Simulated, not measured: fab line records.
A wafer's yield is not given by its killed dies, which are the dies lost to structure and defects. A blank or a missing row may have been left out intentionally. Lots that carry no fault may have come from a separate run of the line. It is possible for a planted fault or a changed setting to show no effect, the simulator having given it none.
Code-filled problem report in 8D (eight disciplines) form :: flow sky130 :: the parts of the form that need people (team, actions taken, sign-off) are left out

1. PROBLEM STATEMENT
bias-w at SKY_METAL1_METAL_ETCH_19 reads a mean of 57.74 W on 1 wafer of 1 lot; wafers without a fault read 48.49 W with a standard deviation of 0.13. That is +71 standard deviations from the usual mean.
The step: etches the open film in Cl2/BCl3, stops on SiO2, target depth 360 nm, time 78 s.
The first sign was on wafer L963.4 at day 37 04:34, on rie-metal-02. At this step, 30 wafers from 10 lots have a number in the record. Rule for "out", or "out of limits": more than 4 standard deviations from the usual mean. The other wafers with a number count as sound.

2. WHAT IT IS, WHAT IT ISN'T
question: which readings at this step
is: bias-w
is not: bcl3-flow-sccm, drypump-motor-current-A, oes-product-au, throttle-valve-pct

question: which lots
is: L963
is not: L953, L955, L957, L958, L964, L966, L971, L972, L974

question: which wafers of those lots
is: L963.4
is not: L963.1, L963.3

question: read on which tools
is: rie-metal-02
is not: rie-metal-01, rie-metal-03

question: when
is: from day 37 04:34
is not: up to then (14 sound wafers); but 15 sound wafers of L964, L966, L971, L972, L974 came after

3. SUSPECTS, AND WHAT RULES EACH OUT
Counting: any tool at a process step up to the reading remains a suspect provided it ran every lot that is out. Sound lots after the first of them don't rule it out here, since some wafers of a struck lot are sound.
- pvd-sputter-02 at SKY_METAL1_SPUTTER_01 (material TiN, target thk 20 nm, time 16.7 s): kept. L963, the lot that is out, went through it at day 36 00:54; up to then, the latest sound lot through it was L958 at day 33 19:41.
- pvd-sputter-02 at SKY_METAL1_SPUTTER_04 (material TiN, target thk 70 nm, time 58.3 s): kept. L963, the lot that is out, went through it at day 36 00:58; up to then, the latest sound lot through it was L958 at day 33 19:45.
- rie-metal-02 at SKY_METAL1_METAL_ETCH_19 (etches the open film in Cl2/BCl3, stops on SiO2, target depth 360 nm, time 78 s): kept. L963, the lot that is out, went through it at day 37 04:34; up to then, the latest sound lot through it was L958 at day 34 22:08. On those wafers its own readings are out: bias-w.
- The sound lot-mates ran in chamber 0 of rie-metal-02 at SKY_METAL1_METAL_ETCH_19, but the wafers that are out ran in chamber 1.
Left after counting: pvd-sputter-02 at SKY_METAL1_SPUTTER_01, pvd-sputter-02 at SKY_METAL1_SPUTTER_04, rie-metal-02 at SKY_METAL1_METAL_ETCH_19.

4. THE CAUSE (what the simulator had put in)
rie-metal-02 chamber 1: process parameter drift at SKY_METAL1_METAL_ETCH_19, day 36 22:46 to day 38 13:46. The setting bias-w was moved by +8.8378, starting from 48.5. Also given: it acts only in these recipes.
After counting, 3 suspects remain, this tool included.

5. SEQUENCE OF EFFECTS, ordered by route
Rows list readings where the struck wafers' mean (over those with a number) sits beyond 3 standard deviations from the usual. Scope: only readings with a usual standard deviation given in the record; hours: median across lots of the time from each lot's start at the first step in this table that gives one to its start at this step; sigmas: change in usual standard deviations.
hours: 0
step: SKY_METAL1_METAL_ETCH_19
reading: bias-w
usual: 48.49 W
on struck wafers: 57.74
change: +9.25
sigmas: +71

hours: 0
step: SKY_METAL1_STRIP_20
reading: strip-time-to-endpoint-s
usual: 2.68 s
on struck wafers: 2.53
change: -0.15
sigmas: -3.5
Process steps it contains:
- SKY_METAL1_METAL_ETCH_19: etches the open film in Cl2/BCl3, stops on SiO2, target depth 360 nm, time 78 s.
- SKY_METAL1_STRIP_20: strips in O2/N2.

6. HOW IT WOULD HAVE BEEN CAUGHT EARLIER
6 hours passed between the start of the fault at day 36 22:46 and the first reading out of limits in this record, taken at day 37 04:34.
